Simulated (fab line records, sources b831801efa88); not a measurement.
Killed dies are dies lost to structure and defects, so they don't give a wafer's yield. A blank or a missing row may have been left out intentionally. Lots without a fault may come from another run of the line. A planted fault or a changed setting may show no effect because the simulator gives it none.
Matching of chambers / flow gf180mcu / GF_V3_CVD_02 on pecvd-04 has 3 sister chambers
The step deposits SiO2 from TEOS, target thk 850 nm, time 94.851 s. 16 wafers are shown with their chamber, then 8 later ones without.

EACH WAFER AND ITS CHAMBER
wafer=L075.3; chamber=2; heater power w (W)=902; rf fwd power W (W)=594.3
wafer=L075.4; chamber=2; heater power w (W)=1010; rf fwd power W (W)=596.4
wafer=L075.5; chamber=1; heater power w (W)=673; rf fwd power W (W)=599.1
wafer=L077.3; chamber=0; heater power w (W)=737; rf fwd power W (W)=594.8
wafer=L077.4; chamber=0; heater power w (W)=591; rf fwd power W (W)=596.2
wafer=L077.6; chamber=2; heater power w (W)=884; rf fwd power W (W)=596.0
wafer=L079.3; chamber=0; heater power w (W)=594; rf fwd power W (W)=592.1
wafer=L079.5; chamber=0; heater power w (W)=645; rf fwd power W (W)=591.8
wafer=L079.6; chamber=2; heater power w (W)=1004; rf fwd power W (W)=595.2
wafer=L088.1; chamber=1; heater power w (W)=649; rf fwd power W (W)=599.5
wafer=L088.2; chamber=0; heater power w (W)=661; rf fwd power W (W)=593.0
wafer=L088.3; chamber=2; heater power w (W)=858; rf fwd power W (W)=594.0
wafer=L089.2; chamber=2; heater power w (W)=997; rf fwd power W (W)=593.6
wafer=L089.3; chamber=0; heater power w (W)=649; rf fwd power W (W)=596.0
wafer=L089.4; chamber=2; heater power w (W)=826; rf fwd power W (W)=595.4
wafer=L090.3; chamber=1; heater power w (W)=676; rf fwd power W (W)=600.0

SIGNATURES (averages over the wafers above)
reading=heater power w; chamber 0=646.17; chamber 1=666.00; chamber 2=925.86; scatter within a chamber=61.9
reading=rf fwd power W; chamber 0=593.983; chamber 1=599.533; chamber 2=594.986; scatter within a chamber=1.41
Rule: distance of a wafer from a chamber = root of the sum over the readings of ((wafer's reading minus chamber's mean) / reading's scatter) squared. The wafer belongs to the nearest chamber; if the next one is less than 2 further off, it can't be placed. The scatter: take each reading less its chamber's mean, square it, sum over the shown wafers, divide by the number of wafers less the number of chambers, and take the root.

WAFERS WITHOUT THEIR CHAMBER
wafer=L090.4; heater power w (W)=707; rf fwd power W (W)=598.7
wafer=L090.5; heater power w (W)=952; rf fwd power W (W)=595.5
wafer=L091.1; heater power w (W)=689; rf fwd power W (W)=594.7
wafer=L091.2; heater power w (W)=974; rf fwd power W (W)=593.9
wafer=L091.4; heater power w (W)=703; rf fwd power W (W)=594.7
wafer=L097.1; heater power w (W)=573; rf fwd power W (W)=597.1
wafer=L097.3; heater power w (W)=870; rf fwd power W (W)=594.8
wafer=L097.4; heater power w (W)=947; rf fwd power W (W)=596.5

EACH ONE'S CHAMBER
wafer=L090.4; from the rows above=1; in truth=1
wafer=L090.5; from the rows above=2; in truth=2
wafer=L091.1; from the rows above=0; in truth=0
wafer=L091.2; from the rows above=2; in truth=2
wafer=L091.4; from the rows above=0; in truth=0
wafer=L097.1; from the rows above=can't be placed: 1 or 0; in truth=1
wafer=L097.3; from the rows above=2; in truth=2
wafer=L097.4; from the rows above=2; in truth=2
Correctly placed: 7 of 8. Unplaceable from these rows: 1, with the true chamber sitting among the candidates in 1. Wrongly placed: 0.
